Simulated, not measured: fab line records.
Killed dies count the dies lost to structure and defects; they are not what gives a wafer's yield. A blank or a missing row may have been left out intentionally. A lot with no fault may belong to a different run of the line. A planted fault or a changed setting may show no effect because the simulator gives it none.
fab line records	flow sfq-line
record: lots: 6	wafers: 18	last-day: 89
route steps=325 shown I4@163
lots untouched by any fault: they come from a run of this same line in which no faults occurred
start-h: hours from the record's opening day to when the first of the lot's shown wafers began	wait-h: time in hours since the lot's previous step	" unchanged from the row above	L1.1+2: a row that stands for several wafers	- value missing, or start not given	* or withheld: withheld	< > ~ a bound
route shown NAME@n: names a module that has steps shown in the file, with the first one's number in the route	usual: the fault-free wafers' mean and standard deviation	same: alike in all rows	chamber/n: place in a boat	sites: per-site readings	_std_site: their standard deviation	_edge_site: inner sites' mean taken away from outer sites' mean	radius-mm: how far each site lies from the wafer's centre	mask NAME#n: copy n	behind: tool/chamber where the wafer was last shaped	hold: why the lot was held/for how many hours/how that ended	device: whichever transistor did not switch (one of n, p or np)	end of line: the same wafers' tests at the end of the route	for a step that has no rows: nothing shown but its recipe	killed: not the wafer's yield, but the dies lost to structure and defects at the first sort	map: per-die view of a wafer (x killed, . not killed, _ where there is no die)
set.NAME: setting as actually run; set.NAME@STEP: the setting as run at that earlier step	model.NAME: the simulator's own value behind a step, which no gauge read
certain route steps with their lots: each step a table, each wafer a row
services: a tool's chamber out of use, with start hour (start-h, from the record's first day; less than 0 if before it), hours out, and reason
== steps ==
step: SFQ_TRILAYER_I4_DEP_PECVD_099
recipe: material: SiO2	temp-c: 150	time-s: 111.11	pressure-torr: 2.4	rf-w: 183.3	precursor: SiH4/N2O	target-thk-nm: 500
usual: heater-power-w: 88/15	rf-fwd-power-W: 182.4/0.6	throttle-valve-pct: 24.4/1.3
lot.wafer	tool	chamber	start-h	wait-h	heater-power-w	rf-fwd-power-W	throttle-valve-pct
L225.1	pecvd-04	1	1074.48	0.0	111	181.1	23.6
L225.2	"	0	"	"	90	181.9	24.5
L225.3	"	2	"	"	93	183.3	22.8
L227.1	pecvd-03	1	1097.28	0.0	66	182.2	23.1
L227.3	"	2	"	"	109	181.6	25.6
L227.6	"	2	"	"	113	181.7	26.1
L235.2	pecvd-02	2	1170.40	0.0	79	182.4	25.5
L235.3	"	0	"	"	77	181.2	26.6
L235.6	"	1	"	"	96	183.2	24.3
L236.1	pecvd-03	0	1171.60	0.0	80	181.1	23.0
L236.3	"	1	"	"	60	182.0	23.3
L236.5	"	2	"	"	97	182.5	26.1
L237.3	pecvd-04	0	1181.33	0.0	83	182.8	24.7
L237.4	"	2	"	"	87	182.0	22.7
L237.6	"	0	"	"	88	183.0	25.0
L241.1	pecvd-03	1	1211.33	0.0	68	182.0	23.3
L241.3	"	2	"	"	117	182.1	25.7
L241.6	"	2	"	"	117	182.0	25.9
step: SFQ_TRILAYER_I4_CMP_CMP_100
recipe: material: SiO2	down-force-psi: 3	platen-rpm: 60	pad-velocity-m-s: 0.94248
usual: edge-zone-pressure-frac: 1.000/0.0051	motor-current-A: 10.2/0.79	time-to-endpoint-s: 217/6.8
lot.wafer	tool	chamber	start-h	wait-h	edge-zone-pressure-frac	motor-current-A	time-to-endpoint-s
L225.3	cmp-01	0	1081.82	7.3	0.998	9.0	217
L225.2	"	1	"	"	0.993	10.6	222
L225.1	"	2	"	"	1.008	10.9	217
L227.3	cmp-01	2	1102.34	5.0	0.996	10.7	214
L227.1	"	3	"	"	1.002	10.6	207
L227.6	"	3	1104.84	7.5	1.011	10.5	216
L235.2	cmp-01	2	1192.77	22.3	1.011	10.5	203
L235.3	"	1	1194.27	23.8	1.001	10.6	215
L235.6	"	2	"	"	1.002	10.8	215
L236.1	cmp-02	0	1195.60	24.0	0.992	9.9	210
L236.3	"	2	1196.60	25.0	0.994	9.4	206
L236.5	"	3	"	"	0.997	11.3	223
L237.4	cmp-01	3	1208.50	27.1	0.996	10.1	211
L237.3	"	1	1209.50	28.1	0.994	10.9	225
L237.6	"	2	"	"	1.007	10.5	217
L241.3	cmp-01	2	1231.53	20.2	1.004	10.3	212
L241.1	"	1	1233.03	21.7	1.003	10.6	233
L241.6	"	3	1234.03	22.6	0.999	10.9	215
step: SFQ_I4_BOW_MEAS_927
recipe: mode: bow
usual: I4_BOW: 3/7
lot.wafer	tool	chamber	start-h	wait-h	I4_BOW[um]
L225.1	film-metro-01	-	1084.32	1.0	15
L225.2	"	-	"	"	21
L225.3	"	-	"	"	6
L227.1	film-metro-01	-	1105.34	2.0	12
L227.3	"	-	"	"	-3
L227.6	"	-	"	"	0
L235.2	film-metro-02	-	1195.79	2.5	3
L235.3	"	-	"	"	-3
L235.6	"	-	"	"	3
L236.1	film-metro-03	-	1198.10	2.0	-4
L236.3	"	-	"	"	-4
L236.5	"	-	"	"	4
L237.3	film-metro-02	-	1211.04	1.0	-13
L237.4	"	-	"	"	6
L237.6	"	-	"	"	-1
L241.1	film-metro-01	-	1234.53	1.0	4
L241.3	"	-	"	"	-1
L241.6	"	-	"	"	-4
step: SFQ_TRILAYER_I4_METRO_MEASURE_101
usual: thk-nm: 200.2/1.1
lot.wafer	tool	chamber	start-h	wait-h	thk-nm
L225.1	film-metro-01	-	1084.44	0.1	199.8
L225.2	"	-	"	"	201.5
L225.3	"	-	"	"	200.0
L227.1	film-metro-01	-	1105.46	0.1	198.7
L227.3	"	-	"	"	200.1
L227.6	"	-	"	"	200.1
L235.2	film-metro-02	-	1196.09	0.3	198.6
L235.3	"	-	"	"	200.2
L235.6	"	-	"	"	199.2
L236.1	film-metro-03	-	1198.22	0.1	200.5
L236.3	"	-	"	"	199.8
L236.5	"	-	"	"	200.0
L237.3	film-metro-02	-	1211.52	0.5	201.5
L237.4	"	-	"	"	198.6
L237.6	"	-	"	"	199.4
L241.1	film-metro-01	-	1234.65	0.1	202.2
L241.3	"	-	"	"	198.8
L241.6	"	-	"	"	198.3
step: SFQ_TRILAYER_I4_VIA_LITHO_COAT_108
recipe: resist: BARC	spin-rpm: 3000	resist-thk-nm: 62
step: SFQ_TRILAYER_I4_VIA_LITHO_COAT_103
recipe: resist: KrF	spin-rpm: 3000	resist-thk-nm: 650
step: SFQ_TRILAYER_I4_VIA_LITHO_SOFTBAKE_107
recipe: temp-c: withheld	time-s: withheld	resist: KrF
step: SFQ_TRILAYER_I4_VIA_LITHO_EXPOSE_104
recipe: mask-id: I4	na: 0.6	source-shape: conventional	sigma-outer: 0.65	target-cd-nm: 700	dose-mj: 21.3
step: SFQ_TRILAYER_I4_VIA_LITHO_PEB_106
recipe: peb-temp-c: 115	peb-time-s: 60	resist: KrF
step: SFQ_TRILAYER_I4_VIA_LITHO_DEVELOP_105
recipe: time-s: 60	resist: KrF
step: SFQ_I4_OVL_MEAS_928
usual: I4_OVL: 1/5.9
lot.wafer	tool	chamber	start-h	wait-h	I4_OVL[nm]
L225.1	overlay-01	-	1232.86	0.1	1
L225.2	"	-	"	"	-4
L225.3	"	-	"	"	-5
L227.1	overlay-01	-	1246.06	0.1	1
L227.3	"	-	"	"	-1
L227.6	"	-	"	"	-2
L235.2	overlay-02	-	1334.82	0.1	-3
L235.3	"	-	"	"	-2
L235.6	"	-	"	"	-3
L236.1	overlay-02	-	1337.22	0.1	8
L236.3	"	-	"	"	5
L236.5	"	-	"	"	5
L237.3	overlay-02	-	1349.22	0.1	-1
L237.4	"	-	"	"	-2
L237.6	"	-	"	"	6
L241.1	overlay-01	-	1375.16	0.1	10
L241.3	"	-	"	"	9
L241.6	"	-	"	"	14
step: SFQ_TRILAYER_I4_VIA_BARC_OPEN_VIA_ETCH_146
recipe: mask-material: PR	chemistry: O2	target-depth-nm: 125	target: BARC	source-w: 500	bias-w: 80	pressure-mtorr: 30	time-s: 41.7
usual: bias-w: 79.99/0.23	drypump-motor-current-A: 6.0/0.53	oes-product-au: 0.685/0.0049	rf-fwd-power-W: 494.7/2.6
lot.wafer	tool	chamber	start-h	wait-h	bias-w	drypump-motor-current-A	oes-product-au	rf-fwd-power-W	rf-hours-counter-h
L225.1	rie-diel-02	0	1232.90	0.0	79.65	6.1	0.688	496.7	22
L225.2	"	2	"	"	79.77	6.1	0.686	497.1	5
L225.3	"	3	"	"	80.32	5.6	0.683	493.5	8
L227.1	rie-diel-03	3	1246.10	0.0	80.04	6.1	0.683	495.9	8
L227.3	"	0	"	"	79.84	4.9	0.682	490.8	15
L227.6	"	0	"	"	80.33	4.9	0.690	491.2	-
L235.2	rie-diel-04	1	1334.85	0.0	79.70	5.2	0.682	498.9	14
L235.3	"	0	"	"	80.40	6.3	0.689	490.4	9
L235.6	"	1	"	"	79.47	5.3	0.684	497.6	-
L236.1	rie-diel-02	3	1337.25	0.0	80.05	5.6	0.676	494.5	10
L236.3	"	1	"	"	79.93	6.3	0.684	494.3	12
L236.5	"	2	"	"	80.24	6.0	0.683	497.0	-
L237.3	rie-diel-02	1	1349.24	0.0	80.18	6.3	0.689	496.6	12
L237.4	"	3	"	"	79.91	5.6	0.683	497.8	11
L237.6	"	2	"	"	79.95	6.0	0.684	497.1	-
L241.1	rie-diel-04	1	1375.20	0.0	80.06	5.2	0.685	496.9	14
L241.3	"	3	"	"	79.80	6.7	0.676	495.9	10
L241.6	"	0	"	"	79.87	6.3	0.679	492.2	-
step: SFQ_TRILAYER_I4_VIA_ETCH_VIA_ETCH_106
recipe: target: SiO2	stop-on: Nb	mask-material: PR	taper-deg: 20	chemistry: CHF3	target-depth-nm: 260	source-w: 500	bias-w: 80	pressure-mtorr: 30	time-s: withheld
usual: bias-w: 80.00/0.25	drypump-motor-current-A: 6.0/0.52	oes-product-au: 0.855/0.0051	rf-fwd-power-W: 498.1/1.4
lot.wafer	tool	chamber	start-h	wait-h	bias-w	drypump-motor-current-A	oes-product-au	rf-fwd-power-W
L225.1	rie-diel-02	0	1232.94	0.0	80.03	6.1	0.866	498.1
L225.2	"	2	"	"	79.46	6.0	0.858	498.6
L225.3	"	3	"	"	79.89	5.6	0.863	498.3
L227.1	rie-diel-03	3	1246.14	0.0	79.79	6.1	0.858	499.2
L227.3	"	0	"	"	80.03	4.9	0.854	497.2
L227.6	"	0	"	"	79.61	5.0	0.853	496.6
L235.2	rie-diel-04	1	1334.89	0.0	79.76	5.2	0.855	498.6
L235.3	"	0	"	"	80.12	6.3	0.861	500.5
L235.6	"	1	"	"	79.58	5.2	0.850	498.5
L236.1	rie-diel-02	3	1337.29	0.0	79.70	5.6	0.861	499.2
L236.3	"	1	"	"	79.99	6.3	0.859	501.2
L236.5	"	2	"	"	80.34	6.0	0.850	419.5
L237.3	rie-diel-02	1	1349.28	0.0	80.03	6.3	0.866	498.6
L237.4	"	3	"	"	79.39	5.6	0.847	499.5
L237.6	"	2	"	"	79.84	6.0	0.847	417.7
L241.1	rie-diel-04	1	1375.24	0.0	79.85	5.2	0.853	499.8
L241.3	"	3	"	"	80.12	6.7	0.849	498.0
L241.6	"	0	"	"	80.25	6.3	0.857	499.7
step: SFQ_TRILAYER_I4_VIA_STRIP_STRIP_107
recipe: gas: O2	power-w: 200	platen-temp-c: 40	overash-fraction: 0.65	chemistry: O2	pressure-mtorr: 50
usual: drypump-motor-current-A: 5.52/0.28	oes-product-au: 1.001/0.0078
lot.wafer	tool	chamber	start-h	wait-h	drypump-motor-current-A	oes-product-au	rf-hours-counter-h
L225.1	rie-metal-02	1	1233.05	-	5.82	0.997	41
L225.2	"	0	"	"	5.22	1.000	60
L225.3	"	1	"	"	5.83	1.001	-
L227.1	rie-metal-02	1	1246.25	-	5.82	0.994	43
L227.3	"	0	"	"	5.21	0.984	-
L227.6	"	1	"	"	5.82	0.992	-
L235.2	rie-metal-02	0	1335.01	-	5.18	0.996	74
L235.3	"	0	"	"	5.22	1.006	-
L235.6	"	1	"	"	5.81	1.004	-
L236.1	rie-metal-02	0	1337.41	-	5.20	1.001	75
L236.3	"	1	"	"	5.83	0.998	-
L236.5	"	0	"	"	5.21	1.003	-
L237.3	rie-metal-03	1	1349.60	-	5.81	1.000	-
L237.4	"	0	"	"	5.16	1.007	-
L237.6	"	0	"	"	5.15	1.008	-
L241.1	rie-metal-03	0	1375.35	-	5.10	1.001	115
L241.3	"	1	"	"	5.78	1.010	-
L241.6	"	0	"	"	5.18	0.999	-
== services ==
tool	chamber	start-h	hours	kind
cmp-01	-	1071.21	2.3	repair
cmp-01	-	1073.47	1.9	repair
rie-metal-02	1	1075.55	18.5	repair
rie-metal-02	-	1104.99	5.5	repair
rie-diel-02	0	1107.75	3.4	repair
rie-diel-02	2	1113.61	5.4	repair
cmp-01	-	1134.32	2.8	repair
cmp-01	-	1142.89	1.9	repair
rie-diel-04	0	1198.03	4.2	repair
rie-diel-02	1	1210.00	6.5	repair
cmp-01	-	1211.15	0.8	repair
cmp-01	-	1225.02	6.5	repair
rie-diel-04	1	1243.44	23.4	repair
cmp-01	-	1255.53	5.0	pm
cmp-01	-	1260.55	4.0	pm
cmp-01	-	1272.21	4.9	repair
rie-diel-04	3	1285.39	8.0	repair
rie-diel-04	2	1288.32	5.5	repair
rie-diel-02	0	1291.56	1.2	repair
cmp-01	-	1292.30	4.8	pm
rie-metal-02	-	1298.99	0.2	repair
rie-metal-02	0	1361.22	2.4	repair
rie-diel-02	-	1373.36	2.8	pm
cmp-01	-	1375.38	6.5	repair
== key ==
first-sign: step: SFQ_TRILAYER_I4_VIA_ETCH_VIA_ETCH_106	reading: rf-fwd-power-W	direction: down	sigmas: 56	usual: 498.1	struck: 418.6
effect none on later readings
met-at SFQ_TRILAYER_I4_VIA_ETCH_VIA_ETCH_106
struck-wafers L236.5,L237.6
onset-between 1232.94 1337.29
fault: kind: process-parameter-drift	tool: rie-diel-02	chamber: 2	onset-h: 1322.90	steps: SFQ_TRILAYER_I4_VIA_ETCH_VIA_ETCH_106	channel: source-w	offset: -80	shape: step	end-h: 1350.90	acts-in: these-recipes-only	stated: 500
